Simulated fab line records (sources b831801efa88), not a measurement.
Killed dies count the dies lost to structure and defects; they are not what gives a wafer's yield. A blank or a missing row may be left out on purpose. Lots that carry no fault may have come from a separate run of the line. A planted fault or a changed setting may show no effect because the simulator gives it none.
Which tool did it?	flow sky130	6 lots, 18 wafers sampled, at 3 steps of a route of 708

WHAT THE GAUGES READ, wafer by wafer
SKY_VT_ADJUST_HVTP_OVL_MEAS_08.
lot	measured	on	VT_ADJUST_HVTP_OVL (nm)
L630	day 7 03:44	overlay-02	-0.1 0.4 0.0
L632	day 7 14:24	overlay-02	-1.7 -1.9 -0.6
L635	day 8 12:41	overlay-02	-0.7 -0.4 -0.2
L637	day 8 23:46	overlay-02	-0.9 0.0 1.5
L642	day 10 10:46	overlay-02	-120.9 -120.4 -119.6
L649	day 12 05:44	overlay-02	1.8 0.9 1.0

TOOL THAT RAN EACH LOT (tool first, then ch and the chambers of the sampled wafers, then the start)
lot	SKY_FIELD_ISO_STRIP_16	SKY_VT_ADJUST_HVTP_EXPOSE_04
L630	plasmaAsher-04 ch 0,1, day 3 01:12	ilineStepper-02 ch 0, day 6 17:53
L632	plasmaAsher-02 ch 0,1, day 3 12:23	ilineStepper-02 ch 0, day 7 04:22
L635	plasmaAsher-04 ch 0,1, day 4 03:12	ilineStepper-01 ch 0, day 8 02:53
L637	plasmaAsher-03 ch 0,1, day 4 13:52	ilineStepper-02 ch 0, day 8 12:47
L642	plasmaAsher-04 ch 0,1, day 5 16:37	ilineStepper-02 ch 0, day 9 23:16
L649	plasmaAsher-02 ch 0,1, day 7 04:51	ilineStepper-01 ch 0, day 11 17:05
- SKY_FIELD_ISO_STRIP_16: strips in O2/N2.
- SKY_VT_ADJUST_HVTP_EXPOSE_04: exposes mask HVTPM, target cd 380 nm.

THE ANSWER, worked out from the rows above alone
Rule: the lots themselves supply what counts as usual. The widest of any qualifying gaps counts: lots, ordered by their means at a reading, are off when they make up no more than a third of the lots, leave a main group of 4 or more, and stand apart from it by 3 or more times the standard deviation of that group's means. A main group is skipped when, at the precision printed for the reading in the tables above, its means are all equal. Also off: a lot with no number at a reading for which 4 or more lots have one. Any other lot the step has rows for is counted as sound.
Off: L642, at SKY_VT_ADJUST_HVTP_OVL_MEAS_08 (VT_ADJUST_HVTP_OVL). The main group has a mean of -0.1 nm with a standard deviation of 0.86.
If a tool, at a process step before that reading, ran all the lots that are off and no sound lot after the first of them, it fits. Gauges at SKY_VT_ADJUST_HVTP_OVL_MEAS_08: tried the same way as those tools. Undecided on this evidence; 2 tools fit (plasmaAsher-04 at SKY_FIELD_ISO_STRIP_16, ilineStepper-02 at SKY_VT_ADJUST_HVTP_EXPOSE_04).

WHAT HAD BEEN PUT IN BY THE SIMULATOR
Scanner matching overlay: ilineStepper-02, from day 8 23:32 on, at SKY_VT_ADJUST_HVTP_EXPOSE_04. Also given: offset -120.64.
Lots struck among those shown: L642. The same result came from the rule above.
